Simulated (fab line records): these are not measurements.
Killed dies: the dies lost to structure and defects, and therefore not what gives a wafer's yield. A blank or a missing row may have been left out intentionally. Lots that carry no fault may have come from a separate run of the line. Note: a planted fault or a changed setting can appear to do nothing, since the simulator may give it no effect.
Which tool is to blame? | flow gf180mcu | 39 wafers from 13 lots sampled at 3 of the route's 602 steps

== WHAT THE GAUGES READ, wafer by wafer ==
GF_V4_OVL_MEAS_15. Usual: for V4_OVL the level is -1 nm and the standard deviation is 5.6.
lot  | measured     | on         | V4_OVL (nm) | flag
L824 | day 24 18:51 | overlay-01 | -7 -6 -12   | 
L825 | day 25 01:40 | overlay-01 | 7 3 5       | 
L827 | day 25 15:25 | overlay-01 | -5 0 1      | 
L828 | day 25 16:49 | overlay-02 | 2 4 4       | 
L829 | day 26 05:04 | overlay-02 | -4 1 -4     | 
L831 | day 26 21:53 | overlay-02 | 2 5 9       | 
L834 | day 28 00:21 | overlay-02 | 1 1 3       | 
L835 | day 28 10:43 | overlay-01 | -4 3 -6     | 
L836 | day 28 16:02 | overlay-01 | 1 2 -1      | 
L837 | day 28 18:14 | overlay-02 | 0 1 1       | 
L838 | day 29 02:35 | overlay-02 | 2 1 -2      | 
L845 | day 31 10:04 | overlay-02 | -6 -7 -6    | 
L846 | day 31 20:35 | overlay-01 | 6 6 -1      | 

== EACH LOT AND THE TOOL THAT RAN IT (in order: tool; ch and the chambers of the sampled wafers; start) ==
lot  | GF_M4_SPUTTER_00            | GF_M4_SPUTTER_03
L824 | pvdSputter-02, day 22 20:38 | pvdSputter-02, day 22 20:47
L825 | pvdSputter-04, day 23 03:35 | pvdSputter-04, day 23 03:44
L827 | pvdSputter-02, day 23 18:14 | pvdSputter-02, day 23 18:23
L828 | pvdSputter-04, day 23 21:11 | pvdSputter-04, day 23 21:20
L829 | pvdSputter-03, day 24 09:20 | pvdSputter-03, day 24 09:29
L831 | pvdSputter-02, day 25 01:40 | pvdSputter-02, day 25 01:49
L834 | pvdSputter-04, day 26 05:05 | pvdSputter-04, day 26 05:14
L835 | pvdSputter-04, day 26 16:26 | pvdSputter-04, day 26 16:36
L836 | pvdSputter-04, day 26 21:58 | pvdSputter-04, day 26 22:08
L837 | pvdSputter-04, day 27 01:03 | pvdSputter-04, day 27 01:13
L838 | pvdSputter-04, day 27 10:26 | pvdSputter-04, day 27 10:35
L845 | pvdSputter-03, day 29 20:35 | pvdSputter-03, day 29 20:45
L846 | pvdSputter-02, day 30 08:23 | pvdSputter-02, day 30 08:34
- GF_M4_SPUTTER_00: material Ti, target thk 37.5 nm, time 150 s.
- GF_M4_SPUTTER_03: material Ti, target thk 10 nm, time 6.7 s.

== AS READ BY THE TOOLS THEMSELVES (means over the sampled wafers that have a number; for cases with no such wafer, the mark the record gives instead) ==
GF_M4_SPUTTER_00. Usual: cathodeDcPowerW 3999.9 W, standard deviation 0.77; substrateTempC 199.99 C, standard deviation 0.16; throttleValvePct 30.1 %, standard deviation 1.4.
lot  | tool          | cathodeDcPowerW (W) | substrateTempC (C) | throttleValvePct (%) | flag
L824 | pvdSputter-02 | 4001.0              | 200.03             | 30.1                 | 
L825 | pvdSputter-04 | 3999.3              | 200.13             | 29.4                 | 
L827 | pvdSputter-02 | 4000.5              | 200.05             | 29.8                 | 
L828 | pvdSputter-04 | 3999.6              | 199.90             | 29.4                 | 
L829 | pvdSputter-03 | 3999.3              | 200.06             | 29.8                 | 
L831 | pvdSputter-02 | 3999.3              | 200.20             | 29.5                 | 
L834 | pvdSputter-04 | 3999.5              | 199.93             | 29.5                 | 
L835 | pvdSputter-04 | 3999.6              | 199.87             | 29.1                 | 
L836 | pvdSputter-04 | 3999.2              | 199.93             | 29.5                 | 
L837 | pvdSputter-04 | 3999.6              | 200.08             | 29.0                 | 
L838 | pvdSputter-04 | 3999.8              | 200.09             | 28.7                 | 
L845 | pvdSputter-03 | 4000.0              | 199.91             | 30.6                 | 
L846 | pvdSputter-02 | 4000.4              | 200.05             | 30.8                 | 

GF_M4_SPUTTER_03. Usual: cathodeDcPowerW 3000.1 W, standard deviation 0.58; substrateTempC 300.02 C, standard deviation 0.2; throttleValvePct 30.0 %, standard deviation 1.3.
lot  | tool          | cathodeDcPowerW (W) | substrateTempC (C) | throttleValvePct (%) | flag
L824 | pvdSputter-02 | 3000.3              | 299.88             | 30.2                 | 
L825 | pvdSputter-04 | 3000.0              | 300.15             | 29.2                 | 
L827 | pvdSputter-02 | 2999.9              | 299.71             | 29.6                 | 
L828 | pvdSputter-04 | 2999.6              | 300.09             | 29.4                 | 
L829 | pvdSputter-03 | 3000.7              | 299.97             | 29.8                 | 
L831 | pvdSputter-02 | 3000.3              | 300.15             | 29.7                 | 
L834 | pvdSputter-04 | 3000.0              | 300.07             | 29.4                 | 
L835 | pvdSputter-04 | 2999.8              | 299.95             | 29.1                 | 
L836 | pvdSputter-04 | 2855.4              | 300.13             | 29.5                 | OFF
L837 | pvdSputter-04 | 2855.5              | 299.78             | 29.2                 | OFF
L838 | pvdSputter-04 | 2855.9              | 300.02             | 28.7                 | OFF
L845 | pvdSputter-03 | 3000.4              | 299.87             | 30.5                 | 
L846 | pvdSputter-02 | 2999.9              | 299.90             | 30.7                 | 

== THE ANSWER, worked out from the rows above alone ==
Rule: take the mean of a lot's wafers that have a number; if it is more than 3 standard deviations from the usual mean, the lot is off. Also off: a lot with no number at a reading for which 4 or more lots have one. Any other lot the step has rows for is counted as sound. The gauges are gone through in route order, then the tools' own readings, and for those a lot's mean is taken as printed above. At the first step where some lot is off, the reading lying furthest off is the one used; lots without a number count as furthest.
Off: L836, L837, L838 (GF_M4_SPUTTER_03, cathodeDcPowerW).
If a tool, at that step or one of the process steps before it, ran each lot that is off and ran no sound lot following the first of them, it fits. One fits: GF_M4_SPUTTER_00 and GF_M4_SPUTTER_03 on pvdSputter-04. At GF_M4_SPUTTER_00 its last sound lot is L835 (day 26 16:26), its first lot that is off L836 (day 26 21:58): a fault that began between those two fits.

== WHAT THE SIMULATOR PUT IN ==
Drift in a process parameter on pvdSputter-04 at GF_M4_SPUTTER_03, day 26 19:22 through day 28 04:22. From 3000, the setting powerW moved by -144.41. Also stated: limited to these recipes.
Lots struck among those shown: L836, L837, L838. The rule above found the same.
